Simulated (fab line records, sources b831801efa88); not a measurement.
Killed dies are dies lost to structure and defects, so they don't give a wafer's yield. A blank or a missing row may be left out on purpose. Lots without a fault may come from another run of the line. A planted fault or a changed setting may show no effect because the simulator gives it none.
A struck lot beside a sound one | flow sky130 | 14 steps out of a route of 708
Sound: wafers L335.2, L335.4, L335.6. Struck: wafers L331.2, L331.3, L331.6. The cause comes at the end.
At each step with rows: each side's tool, then ch and its chambers, then its first start. Under that, the readings that differ: sound wafers | struck wafers | difference of the means | sigmas: that difference in standard deviations of wafers without a fault.
alike: readings whose means differ by less than 2 such deviations, and words and numbers that are the same on both sides. not compared: withheld readings, readings that some wafer has no value for, bounds like >300 that may hide the same value, and numbers for which the record gives no deviation and whose values overlap.
The two part at a step that has a row with sigmas, a row that says differs or no value, or rows on one side only. Numbers that don't overlap but have no deviation are shown without sigmas and don't part them. A reading that every wafer of one side lacks parts them only if that side has two wafers or more.

first, 6 steps without rows for these wafers: SKY_METAL5_HMDS_08 (prime time 60 s); SKY_METAL5_COAT_09 (resist thk 1800 nm); SKY_METAL5_SOFTBAKE_10 (time 60 s); SKY_METAL5_EXPOSE_11 (exposes mask MM5, target cd 1600 nm); SKY_METAL5_PEB_12; SKY_METAL5_DEVELOP_13 (develop time 60 s).
SKY_METAL5_DESCUM_14: chemistry O2, time 11 s.
  sound on rie_metal-01 ch 0,1, day 49 03:43; struck on rie_metal-01 ch 0,1, day 48 06:05
  alike: drypump_motor_current_A, oes_product_au
  not compared: rf_hours_counter_h
SKY_METAL5_METAL_ETCH_15: etches the open film in Cl2/BCl3, stops on SiO2, target depth 1260 nm, time 252 s.
  sound on rie_metal-01 ch 0,1, day 49 03:46; struck on rie_metal-01 ch 0,1, day 48 06:08
  alike: drypump_motor_current_A, oes_product_au, throttle_valve_pct
  not compared: rf_hours_counter_h
SKY_METAL5_STRIP_16: strips in O2/N2.
  sound on plasma_asher-04 ch 0,1, day 49 03:59; struck on plasma_asher-01 ch 0,1, day 48 06:22
  alike: drypump_motor_current_A, oes_product_au, strip_time_to_endpoint_s
  not compared: rf_hours_counter_h
then, 3 steps without rows for these wafers: SKY_METAL5_STRIP_17 (strips in post etch residue remover, time 1200 s); SKY_METAL5_CLEAN_18 (cleans in IPA, time 180 s); SKY_METAL5_CLEAN_19 (cleans in O3/DIW).
SKY_PASSIVATION_CVD_00: deposits SiO2, target thk 90 nm.
  sound on pecvd-04 ch 0,1, day 49 04:38; struck on pecvd-03 ch 1,2, day 48 06:58
  no value came back on the struck wafers for heater_power_outer_w (W), heater_power_w (W); on the sound wafers heater_power_outer_w (W) reads 344 329 354
SKY_PAD_OPEN_PROBE_99:
  the record has rows for the sound wafers here (prober-02, day 50 16:49) and none for the struck ones

WHERE THEY PART
First at SKY_PASSIVATION_CVD_00; last, within this record, at SKY_PAD_OPEN_PROBE_99.

WHY: what the simulator had put in
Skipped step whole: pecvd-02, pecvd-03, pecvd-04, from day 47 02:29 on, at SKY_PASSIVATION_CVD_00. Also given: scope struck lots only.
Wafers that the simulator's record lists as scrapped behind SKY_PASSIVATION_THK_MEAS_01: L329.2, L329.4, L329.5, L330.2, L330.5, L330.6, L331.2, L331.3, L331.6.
